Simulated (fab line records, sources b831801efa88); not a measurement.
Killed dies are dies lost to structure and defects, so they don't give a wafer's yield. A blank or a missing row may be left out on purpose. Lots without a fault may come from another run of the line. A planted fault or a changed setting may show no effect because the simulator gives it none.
A struck lot beside a sound one | flow sky130 | 15 steps out of a route of 708
Sound: wafers L870.1, L870.2, L870.3. Struck: wafers L879.1, L879.2, L879.6. The cause comes at the end.
At each step with rows: each side's tool, then ch and its chambers, then its first start. Under that, the readings that differ: sound wafers | struck wafers | difference of the means | sigmas: that difference in standard deviations of wafers without a fault.
alike: readings whose means differ by less than 2 such deviations, and words and numbers that are the same on both sides. not compared: withheld readings, readings that some wafer has no value for, bounds like >300 that may hide the same value, and numbers for which the record gives no deviation and whose values overlap.
The two part at a step that has a row with sigmas, a row that says differs or no value, or rows on one side only. Numbers that don't overlap but have no deviation are shown without sigmas and don't part them. A reading that every wafer of one side lacks parts them only if that side has two wafers or more.

SKY_LDD_HVP_TW_MEAS_10:
  sound on film_metro-02, day 22 21:19; struck on film_metro-01, day 25 20:07
  alike: LDD_HVP_TW
then, 7 steps without rows for these wafers: SKY_LDD_LDN_DEHYDRATE_00 (time 60 s); SKY_LDD_LDN_HMDS_01 (prime time 60 s); SKY_LDD_LDN_COAT_02 (resist thk 1140 nm); SKY_LDD_LDN_SOFTBAKE_03 (time 60 s); SKY_LDD_LDN_EXPOSE_04 (exposes mask LDNTM, target cd 700 nm); SKY_LDD_LDN_PEB_05; SKY_LDD_LDN_DEVELOP_06 (develop time 60 s).
SKY_LDD_LDN_OVL_MEAS_07:
  sound on overlay-01, day 24 02:46; struck on overlay-01, day 27 01:26
  alike: LDD_LDN_OVL
then, 3 steps without rows for these wafers: SKY_LDD_LDN_IMPLANT_08; SKY_LDD_LDN_IMPLANT_09; SKY_LDD_LDN_IMPLANT_10.
SKY_LDD_LDN_IMPLANT_11:
  sound on implanter-01 ch 0, day 24 03:15; struck on implanter-03 ch 0, day 27 01:55
  reading       | sound                            | struck                           | difference  | sigmas
  dose_ions_cm2 | 1.2509e+13 1.2516e+13 1.2526e+13 | 1.2085e+13 1.2092e+13 1.2085e+13 | -4.2967e+11 | -29
  alike: beam_on_s
SKY_LDD_LDN_STRIP_12: strips in O2/N2.
  sound on plasma_asher-01 ch 0,1, day 24 03:24; struck on plasma_asher-04 ch 0,1, day 27 02:04
  alike: drypump_motor_current_A, oes_product_au, strip_time_to_endpoint_s
  not compared: rf_hours_counter_h
SKY_PAD_OPEN_PROBE_99:
  the record has rows for the sound wafers here (prober-01, day 46 14:28) and none for the struck ones

WHERE THEY PART
First at SKY_LDD_LDN_IMPLANT_11; last, within this record, at SKY_PAD_OPEN_PROBE_99.

WHY: what the simulator had put in
Process parameter drift: implanter-03, from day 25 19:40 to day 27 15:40, at SKY_LDD_LDN_IMPLANT_11. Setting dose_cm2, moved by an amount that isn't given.
